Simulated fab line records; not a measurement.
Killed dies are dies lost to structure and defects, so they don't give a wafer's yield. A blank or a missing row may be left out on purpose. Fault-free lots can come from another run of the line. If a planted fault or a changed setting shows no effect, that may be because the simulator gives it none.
A lot that was struck, set against a sound lot | flow sky130 | 44 out of 708 route steps
Sound: these wafers, L993.2, L993.3, L993.4. Struck: wafer L100.5 (L100.1, L100.6, from the same lot, were not struck and are left out); the cause is given at the end.
At each step with rows: each side's tool, then ch and its chambers, then its first start. Under that, the readings that differ: sound wafers | struck wafers | difference of the means | sigmas: that difference in standard deviations of wafers without a fault.
alike: a reading whose means differ by less than 2 such deviations, as well as words and numbers matching on both sides. not compared: withheld readings; readings where some wafer has no value; bounds like >300 that might hide an equal value; numbers whose values overlap and for which the record gives no deviation.
The two part at a step that has a row with sigmas, a row that says differs or no value, or rows on one side only. Non-overlapping numbers with no deviation appear without sigmas and do not part them. A reading missing from all wafers of one side parts the sides only when that side holds two or more wafers.

first, 3 steps without rows for these wafers: SKY_METAL2_EXPOSE_12 (exposes mask MM2, target cd 140 nm); SKY_METAL2_PEB_13; SKY_METAL2_DEVELOP_14 (develop time 60 s).
SKY_METAL2_CD_MEAS_15 targets a cd of 140 nm.
  struck on cd_sem-01, day 38 23:21; sound on cd_sem-02, day 37 02:29
  alike: cd_nm
SKY_METAL2_OVL_MEAS_16:
  struck on overlay-02, day 38 23:28; sound on overlay-02, day 37 02:35
  alike: METAL2_OVL
SKY_METAL2_DESCUM_17: chemistry O2, time 8 s.
  sound on rie_metal-01 ch 0, day 37 02:37; struck on rie_metal-04 ch 1, day 38 23:31
  reading    | sound             | struck | difference | sigmas
  temp_c (C) | 40.22 40.23 40.06 | 39.90  | -0.27      | -2
  alike: drypump_motor_current_A, oes_product_au
  not compared: rf_hours_counter_h
SKY_METAL2_ETCH_18: etches BARC in N2/H2, stops on SiO2, time 45.9 s, target depth 60 nm.
  sound on rie_metal-01 ch 0, day 37 02:42; struck on rie_metal-04 ch 1, day 38 23:34
  alike: bias_w, drypump_motor_current_A, oes_product_au, throttle_valve_pct
  not compared: rf_hours_counter_h
SKY_METAL2_METAL_ETCH_19: etches the open film in Cl2/BCl3, stops on SiO2, target depth 360 nm, time 78 s.
  sound on rie_metal-01 ch 0, day 37 02:50; struck on rie_metal-04 ch 1, day 38 23:42
  alike: bias_w, drypump_motor_current_A, oes_product_au, throttle_valve_pct
  not compared: rf_hours_counter_h
then, 4 steps without rows for these wafers: SKY_METAL2_STRIP_20 (strips in O2/N2); SKY_METAL2_STRIP_21 (strips in post etch residue remover, time 1200 s); SKY_METAL2_CLEAN_22 (cleans in IPA, time 180 s); SKY_METAL2_CLEAN_23 (cleans in O3/DIW).
SKY_VIA2_HDPCVD_00: deposits SiO2, target thk 1180 nm, time 196.7 s.
  sound on hdpcvd-02 ch 0,1,2, day 37 03:34; struck on hdpcvd-01 ch 2, day 39 00:31
  reading                                  | sound          | struck | difference | sigmas
  model.SiO2_of_VIA2_HDPCVD_00.thk_nm (nm) | 1156 1189 1158 | 421.9  | -745.8     |
SKY_VIA2_THK_MEAS_01:
  struck on film_metro-04, day 39 00:38; sound on film_metro-04, day 37 03:43
  reading              | sound          | struck | difference | sigmas
  VIA2_HDPCVD_THK (nm) | 1157 1189 1157 | 422    | -746       | -53
then, 1 step without rows for these wafers: SKY_VIA2_CMP_02 (polishes SiO2).
SKY_VIA2_BOW_MEAS_03:
  struck on film_metro-04, day 39 01:10; sound on film_metro-03, day 37 04:05
  alike: VIA2_BOW
then, 8 steps without rows for these wafers: SKY_VIA2_DEHYDRATE_04 (time 60 s); SKY_VIA2_HMDS_05 (prime time 60 s); SKY_VIA2_COAT_06 (resist thk 60 nm); SKY_VIA2_COAT_07 (resist thk 453 nm); SKY_VIA2_SOFTBAKE_08 (time 90 s); SKY_VIA2_EXPOSE_09 (exposes mask VIM2, target cd 200 nm); SKY_VIA2_PEB_10; SKY_VIA2_DEVELOP_11 (develop time 60 s).
SKY_VIA2_CD_MEAS_12 targets a cd of 200 nm.
  struck on cd_sem-01, day 40 01:32; sound on cd_sem-02, day 38 05:36
  alike: cd_nm
SKY_VIA2_OVL_MEAS_13:
  struck on overlay-02, day 40 01:39; sound on overlay-01, day 38 05:43
  alike: VIA2_OVL
then, 1 step without rows for these wafers: SKY_VIA2_ETCH_14 (etches BARC in N2/H2, stops on SiO2, time 45.9 s, target depth 60 nm).
SKY_VIA2_ETCH_15: etches SiO2 in C4F8/O2/Ar, stops on TiN, target depth 546 nm, time 84 s.
  sound on rie_diel-01 ch 1,2,3, day 38 05:47; struck on rie_diel-04 ch 3, day 40 01:44
  reading                          | sound             | struck | difference | sigmas
  oes_product_au (a.u.)            | 0.941 0.940 0.945 | 0.857  | -0.085     | -20
  model.VIA2.feature_depth_nm (nm) | 496.5 494.7 494.9 | 421.9  | -73.5      |
  model.etch.depth_nm (nm)         | 496.5 494.7 494.9 | 421.9  | -73.5      |
  alike: bias_w
  not compared: rf_hours_counter_h
then, 5 steps without rows for these wafers: SKY_VIA2_STRIP_16 (strips in O2/N2); SKY_VIA2_STRIP_17 (strips in post etch residue remover, time 1200 s); SKY_VIA2_CLEAN_18 (cleans in IPA, time 180 s); SKY_VIA2_CLEAN_19 (cleans in O3/DIW); SKY_VIA2_SPUTTER_20 (material TiN, target thk 20 nm, time 80 s).
SKY_VIA2_CVD_21: deposits W, target thk 420 nm, time 126.4 s.
  sound on cvd_w-01 ch 0,1, day 38 06:30; struck on cvd_w-02 ch 1, day 40 02:27
  reading            | sound       | struck | difference | sigmas
  heater_power_w (W) | 982 981 964 | 798    | -178       | -3
  not compared: since_wet_clean_h
SKY_VIA2_RS_MEAS_22: measurement is done with a four-point probe.
  struck on film_metro-02, day 40 02:35; sound on film_metro-02, day 38 06:39
  alike: VIA2_W_RS
SKY_VIA2_THK_MEAS_23: measures by xrf.
  struck on film_metro-02, day 40 02:42; sound on film_metro-02, day 38 06:46
  alike: VIA2_W_THK
SKY_VIA2_CMP_24: polishes, stops on SiO2, t overpolish 20 s, target thk 0 nm.
  sound on cmp-02 ch 1,2,3, day 38 06:49; struck on cmp-02 ch 1, day 40 02:52
  alike: edge_zone_pressure_frac, motor_current_A, overpolish_run_s, time_to_endpoint_s
then, 5 steps without rows for these wafers: SKY_METAL3_SPUTTER_00 (material Ti, target thk 15 nm, time 10 s); SKY_METAL3_SPUTTER_01 (material TiN, target thk 20 nm, time 16.7 s); SKY_METAL3_SPUTTER_02 (material AlCu, target thk 735 nm, time 39.1 s); SKY_METAL3_SPUTTER_03 (material Ti, target thk 5 nm, time 3.3 s); SKY_METAL3_SPUTTER_04 (material TiN, target thk 70 nm, time 58.3 s).
-- the record jumps here: 2 days lie between the struck wafers' starts before and after --
SKY_METAL3_METAL_ETCH_18: etches the open film in Cl2/BCl3, stops on SiO2, target depth 845 nm, time 183.1 s.
  sound on rie_metal-02 ch 0,1, day 40 08:32; struck on rie_metal-02 ch 0, day 42 04:17
  reading                                  | sound           | struck | difference | sigmas
  model.SiO2_of_VIA2_HDPCVD_00.thk_nm (nm) | 466.9 465 465.8 | 392.4  | -73.5      |
  alike: bias_w, drypump_motor_current_A, oes_product_au, throttle_valve_pct
  not compared: rf_hours_counter_h
-- the record jumps here: 7 days lie between the struck wafers' starts before and after (it left off in module METAL3 and takes up again in module PAD_OPEN, whose first step shown is number 708 of the route) --
SKY_PAD_OPEN_PROBE_99:
  struck on prober-01, day 48 17:37; sound on prober-02, day 47 03:07
  reading                               | sound                | struck    | difference | sigmas
  model.etest.tester.sort_n_pass        | 410 412 401          | 240       | -168       |
  model.etest.tester.sort_yield_pct (%) | 83.33 83.74 81.5     | 48.78     | -34.08     |
  model.etest.tester.sort_bin_3_pct (%) | 0.4065 1.423 0.813   | 34.14     | +33.26     |
  model.etest.met3_comb.leak_log10_a_um | -12.14 -12.22 -12.14 | -7.323    | +4.844     |
  model.etest.tester.sort_bin_8_pct (%) | 0 0 0                | 0.007668  | +0.007668  |
  model.etest.tester.sort_bin_4_pct (%) | 0 0 0                | 3.396e-05 | +3.396e-05 |
  alike: defect_limited_yield, killed_at_M0_to_M3, killed_at_M4_up, killed_at_contacts, killed_at_front_end, killed_at_other, killed_dies, killed_open, killed_short

## WHERE THEY PART
Earliest at SKY_METAL2_DESCUM_17; latest, in this record, at SKY_VIA2_CVD_21. Later steps at which nothing parts them and some readings are alike: SKY_VIA2_RS_MEAS_22, SKY_VIA2_THK_MEAS_23, SKY_VIA2_CMP_24, SKY_METAL3_METAL_ETCH_18, SKY_PAD_OPEN_PROBE_99.

WHY: the cause the simulator had injected
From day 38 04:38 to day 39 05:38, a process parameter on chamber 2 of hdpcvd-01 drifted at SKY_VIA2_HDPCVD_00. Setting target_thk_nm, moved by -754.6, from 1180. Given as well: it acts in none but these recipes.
